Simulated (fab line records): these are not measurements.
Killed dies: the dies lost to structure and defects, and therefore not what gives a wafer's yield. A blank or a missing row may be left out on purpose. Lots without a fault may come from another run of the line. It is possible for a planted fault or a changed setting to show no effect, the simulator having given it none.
Struck lot and sound lot, side by side	flow sky130	17 steps out of a route of 708
Sound: wafers L158.1, L158.2, L158.6. Struck: wafer L173.3. (L173.2 of the same lot was not struck and is left out.) The cause comes at the end.
Per side, at each step with rows, come the tool, then ch with its chambers, and then its first start. Under that, the readings that differ: sound wafers	struck wafers	difference of the means	sigmas: that difference in standard deviations of wafers without a fault.
alike: words and numbers the same on both sides, and readings whose means are apart by under 2 such deviations; not compared: readings that were withheld, readings missing a value for some wafer, numbers with overlapping values and no deviation given by the record, and bounds like >300 which may hide the same value.
A row with sigmas, a row that says differs or no value, or rows on one side alone: a step with any of these is where the two part. Numbers that don't overlap but have no deviation are shown without sigmas and don't part them. A reading that every wafer of one side lacks parts them only if that side has two wafers or more.

SKY_METAL2_THK_MEAS_06: measures by xrf.
  struck on film-metro-04, day 40 04:35; sound on film-metro-01, day 34 00:14
  alike: METAL2_ALCU_THK
then, 8 steps without rows for these wafers: SKY_METAL2_DEHYDRATE_07 (time 60 s); SKY_METAL2_HMDS_08 (prime time 60 s); SKY_METAL2_COAT_09 (resist thk 60 nm); SKY_METAL2_COAT_10 (resist thk 450 nm); SKY_METAL2_SOFTBAKE_11 (time 90 s); SKY_METAL2_EXPOSE_12 (exposes mask MM2, target cd 140 nm); SKY_METAL2_PEB_13; SKY_METAL2_DEVELOP_14 (develop time 60 s).
SKY_METAL2_CD_MEAS_15: the cd target is 140 nm.
  struck on cd-sem-02, day 41 05:22; sound on cd-sem-02, day 35 02:55
reading	sound	struck	difference	sigmas
cd-nm (nm)	138.0 140.8 137.7	142.4	+3.6	+2
SKY_METAL2_OVL_MEAS_16:
  struck on overlay-02, day 41 05:28; sound on overlay-01, day 35 03:02
reading	sound	struck	difference	sigmas
METAL2_OVL (nm)	10 4 8	-5	-12	-2
SKY_METAL2_DESCUM_17: chemistry O2, time 8 s.
  sound on rie-metal-02 ch 0,1, day 35 03:05; struck on rie-metal-04 ch 1, day 41 05:30
  alike: drypump-motor-current-A, oes-product-au
  not compared: rf-hours-counter-h
SKY_METAL2_ETCH_18: etches BARC in N2/H2, stops on SiO2, time 45.9 s, target depth 60 nm.
  sound on rie-metal-02 ch 0,1, day 35 03:07; struck on rie-metal-04 ch 1, day 41 05:32
reading	sound	struck	difference	sigmas
throttle-valve-pct (%)	13.229 13.213 13.219	13.240	+0.020	+2
model.KrF-thick_of_METAL2_COAT_10.thk-nm (nm)	393.4 395.9 393.2	366.7	-27.5	
model.METAL2.cd-nm (nm)	138.8 140.6 137.8	137.4	-1.7	
  alike: drypump-motor-current-A, oes-product-au
  not compared: rf-hours-counter-h
SKY_METAL2_METAL_ETCH_19: etches the open film in Cl2/BCl3, stops on SiO2, target depth 360 nm, time 78 s.
  sound on rie-metal-02 ch 0,1, day 35 03:10; struck on rie-metal-04 ch 1, day 41 05:35
reading	sound	struck	difference	sigmas
oes-product-au (a.u.)	0.842 0.855 0.847	0.859	+0.011	+2
model.KrF-thick_of_METAL2_COAT_10.thk-nm (nm)	155.7 164.5 155.4	131.2	-27.3	
  alike: drypump-motor-current-A, throttle-valve-pct
  not compared: rf-hours-counter-h, model.METAL2.cd-nm
SKY_METAL2_STRIP_20: strips in O2/N2.
  sound on plasma-asher-01 ch 0,1, day 35 03:16; struck on plasma-asher-02 ch 1, day 41 05:41
reading	sound	struck	difference	sigmas
oes-product-au (a.u.)	0.340 0.345 0.347	0.325	-0.019	-4
strip-time-to-endpoint-s (s)	2.65 2.76 2.65	2.39	-0.30	-6
  alike: drypump-motor-current-A, o2-flow-sccm
  not compared: rf-hours-counter-h
then, 1 step without rows for these wafers: SKY_METAL2_STRIP_21 (strips in post etch residue remover, time 1200 s).
-- the record jumps here: 9 days lie between the struck wafers' starts before and after (it left off in module METAL2 and takes up again in module PAD_OPEN, whose first step shown is number 708 of the route) --
SKY_PAD_OPEN_PROBE_99:
  struck on prober-01, day 50 09:13; sound on prober-02, day 45 20:27
reading	sound	struck	difference	sigmas
model.etest.met2.width-nm (nm)	134.6 138.8 134.1	139.3	+3.5	
  alike: defect-limited-yield, killed_at_M0_to_M3, killed_at_M4_up, killed-at-contacts, killed-at-front-end, killed-at-other, killed-dies, killed-on-rim, killed-open, killed-short, sort_bin_3_pad_short, sort_bin_5_function, sort_bin_6_memory, sort-n-pass, sort-yield-pct

WHERE THEY PART
Earliest at SKY_METAL2_CD_MEAS_15; latest, in this record, at SKY_METAL2_STRIP_20. Later steps at which nothing parts them and some readings are alike: SKY_PAD_OPEN_PROBE_99.

WHY: what had been put in by the simulator
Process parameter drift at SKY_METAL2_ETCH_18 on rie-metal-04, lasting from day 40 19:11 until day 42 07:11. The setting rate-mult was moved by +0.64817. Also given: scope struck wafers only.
